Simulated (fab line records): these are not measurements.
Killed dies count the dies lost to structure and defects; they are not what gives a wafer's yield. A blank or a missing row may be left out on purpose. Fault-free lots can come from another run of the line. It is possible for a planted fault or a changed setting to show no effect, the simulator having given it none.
Comparing a struck lot with a sound one || flow sky130 || 18 steps out of a route of 708
Sound: these wafers, L344.1, L344.3, L344.5. Wafers struck: L353.2, L353.3, L353.4. The cause is given at the end.
Order at every step that has rows: each side's tool, ch and its chambers, its first start. Under that, the readings that differ: sound wafers || struck wafers || difference of the means || sigmas: that difference in standard deviations of wafers without a fault.
alike: readings with means less than 2 such deviations apart, plus words and numbers identical on both sides. not compared: withheld readings, readings lacking a value on some wafer, bounds such as >300 that could conceal the same value, and numbers that have no deviation in the record and whose values overlap.
A row with sigmas, a row that says differs or no value, or rows on one side alone: a step with any of these is where the two part. Non-overlapping numbers with no deviation appear without sigmas and do not part them. Lack of a reading on every wafer of one side parts them only where that side has two or more wafers.

SKY_SONOS_ONO_OVL_MEAS_14:
  sound on overlay-02, day 14 14:19; struck on overlay-01, day 17 16:37
  alike: SONOS_ONO_OVL
SKY_SONOS_ONO_ETCH_15: etches the open film in CHF3/O2, target depth 19.52 nm, time 7.8 s.
  sound on rie diel-04 ch 1,3, day 14 14:21; struck on rie diel-01 ch 1,2,3, day 17 16:39
  alike: chf3 flow sccm, drypump motor current A, oes product au, throttle valve pct
  not compared: rf hours counter h
then, 1 step without rows for these wafers: SKY_SONOS_ONO_WET_ETCH_16 (etches SiO2 in dHF, target depth 14 nm, time 280 s).
SKY_SONOS_ONO_STRIP_17: strips in O2/N2.
  sound on plasma asher-01 ch 0,1, day 14 14:27; struck on plasma asher-04 ch 0,1, day 17 16:45
  alike: drypump motor current A, oes product au, strip time to endpoint s
  not compared: rf hours counter h
then, 3 steps without rows for these wafers: SKY_SONOS_ONO_WET_ETCH_18 (etches Si3N4 in H3PO4, target depth 15 nm, time 172 s); SKY_GATE_OXIDE_CLEAN_00 (cleans in SC1/SC2, time 150 s); SKY_GATE_OXIDE_OXIDATION_01 (stabilise 600 s, purge 300 s, target thk 10.268 nm).
SKY_GATE_OXIDE_THK_MEAS_02:
  sound on film metro-04, day 14 16:56; struck on film metro-01, day 17 18:43
  alike: GATE_OXIDE_OXIDATION_00_THK
then, 4 steps without rows for these wafers: SKY_GATE_OXIDE_DEHYDRATE_03 (time 60 s); SKY_GATE_OXIDE_HMDS_04 (prime time 60 s); SKY_GATE_OXIDE_COAT_05 (resist thk 1140 nm); SKY_GATE_OXIDE_SOFTBAKE_06 (time 60 s).
SKY_GATE_OXIDE_EXPOSE_07: exposes mask LVOM, target cd 600 nm.
  sound on iline stepper-02 ch 0, day 15 06:45; struck on iline stepper-01 ch 0, day 18 09:37
{"reading": "model.GATE_OXIDE.overlay x nm (nm)", "sound": "0.2346 0.2346 0.2346", "struck": "123.4 123.4 123.4", "difference": "+123.2", "sigmas": ""}
  alike: mask
then, 2 steps without rows for these wafers: SKY_GATE_OXIDE_PEB_08; SKY_GATE_OXIDE_DEVELOP_09 (develop time 60 s).
SKY_GATE_OXIDE_OVL_MEAS_10:
  sound on overlay-01, day 15 20:05; struck on overlay-02, day 19 00:48
{"reading": "GATE_OXIDE_OVL (nm)", "sound": "-2.4 -1.8 -1.4", "struck": "122.7 122.4 123.7", "difference": "+124.8", "sigmas": "+89"}
then, 2 steps without rows for these wafers: SKY_GATE_OXIDE_IMPLANT_11; SKY_PAD_OPEN_PROBE_99.

WHERE THEY PART
Within this record, at SKY_GATE_OXIDE_OVL_MEAS_10 only.

WHY: the cause the simulator had injected
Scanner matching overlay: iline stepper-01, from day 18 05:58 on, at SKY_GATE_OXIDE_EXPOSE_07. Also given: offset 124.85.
